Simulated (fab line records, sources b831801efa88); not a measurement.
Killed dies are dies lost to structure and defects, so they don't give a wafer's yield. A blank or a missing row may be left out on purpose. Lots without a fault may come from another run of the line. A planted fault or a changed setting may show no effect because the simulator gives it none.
Tool commonality check | flow gf180mcu | 12 lots, 36 wafers sampled

WHY IT WAS OPENED
At GF_STI_THK_MEAS_30 the reading STI_OXIDATION_02_THK is flagged on 4 of 12 lots. Wafers without a fault read 10.01 nm, standard deviation 0.15.
Rule: a lot is flagged when every wafer of it that has a number lies more than 4 standard deviations from that mean, or none has a number. The other lots count as sound.

lot  | measured    | on            | STI_OXIDATION_02_THK (nm), wafer by wafer | flag
L975 | day 2 07:02 | film_metro-03 | 10.21 9.97 9.91                           |
L978 | day 2 21:37 | film_metro-01 | 9.92 10.06 9.94                           |
L979 | day 3 02:12 | film_metro-02 | 10.03 10.01 10.04                         |
L981 | day 3 17:04 | film_metro-03 | 11.14 11.12 11.10                         | FLAGGED
L982 | day 3 18:28 | film_metro-02 | 11.13 11.12 11.04                         | FLAGGED
L983 | day 4 00:55 | film_metro-01 | 11.05 11.01 10.99                         | FLAGGED
L985 | day 4 11:32 | film_metro-01 | 11.48 11.39 11.52                         | FLAGGED
L990 | day 5 11:38 | film_metro-02 | 10.10 10.21 10.34                         |
L993 | day 6 02:44 | film_metro-01 | 9.89 9.88 9.84                            |
L996 | day 6 22:31 | film_metro-01 | 9.76 9.89 9.92                            |
L997 | day 7 01:38 | film_metro-03 | 9.83 9.81 9.95                            |
L998 | day 7 06:08 | film_metro-01 | 10.34 10.27 10.26                         |
The numbers of the flagged lots are 11.17 nm on average: +1.16 nm against the usual, or +8 standard deviations.

WHICH TOOL RAN EACH LOT
The record holds 1 process step before the reading, out of a route of 602 steps. In each cell: the tool, then ch and the chambers that the sampled wafers went through, then the start.
lot  | flag    | GF_STI_OXIDATION_29
L975 |         | furnace-01 ch 0, day 2 05:39
L978 |         | furnace-01 ch 0, day 2 20:13
L979 |         | furnace-01 ch 0, day 3 00:48
L981 | FLAGGED | furnace-01 ch 0, day 3 15:41
L982 | FLAGGED | furnace-01 ch 0, day 3 17:04
L983 | FLAGGED | furnace-01 ch 0, day 3 23:31
L985 | FLAGGED | furnace-01 ch 0, day 4 10:08
L990 |         | furnace-02 ch 0, day 5 10:15
L993 |         | furnace-02 ch 0, day 6 01:20
L996 |         | furnace-01 ch 0, day 6 21:07
L997 |         | furnace-01 ch 0, day 7 00:14
L998 |         | furnace-02 ch 0, day 7 04:44
What these steps do:
- GF_STI_OXIDATION_29: stabilise 600 s, purge 300 s, target thk 10 nm.
- GF_STI_THK_MEAS_30

FLAGGED OVER TOTAL, TOOL BY TOOL (the gauges that took the reading come last)
step                | tool          | lots run | flagged | share of the flagged lots | sound lots run after its first flagged lot
GF_STI_OXIDATION_29 | furnace-01    | 9        | 4       | all                       | 2 (L996,L997)
GF_STI_OXIDATION_29 | furnace-02    | 3        | 0       | none                      | -
GF_STI_THK_MEAS_30  | film_metro-01 | 6        | 2       | some                      | 3 (L993,L996,L998)
GF_STI_THK_MEAS_30  | film_metro-02 | 3        | 1       | some                      | 1 (L990)
GF_STI_THK_MEAS_30  | film_metro-03 | 3        | 1       | some                      | 1 (L997)

WHAT THE TABLE ALLOWS
1 row of the table ran every flagged lot: furnace-01 at GF_STI_OXIDATION_29.
- furnace-01 at GF_STI_OXIDATION_29: 4 of its 9 lots flagged. Sound lots ran on it after the first flagged one (L996, L997), which a lasting fault on the whole tool wouldn't allow. Its own readings lie more than 4 standard deviations out on every wafer of the flagged lots: spike_tc_centre_C, spike_tc_lower_C, spike_tc_upper_C, tube_center_temp_C, tube_center_temp_C_max.
No row of the table ran every flagged lot and no sound lot after the first.

WHAT THE SIMULATOR HAD PUT IN
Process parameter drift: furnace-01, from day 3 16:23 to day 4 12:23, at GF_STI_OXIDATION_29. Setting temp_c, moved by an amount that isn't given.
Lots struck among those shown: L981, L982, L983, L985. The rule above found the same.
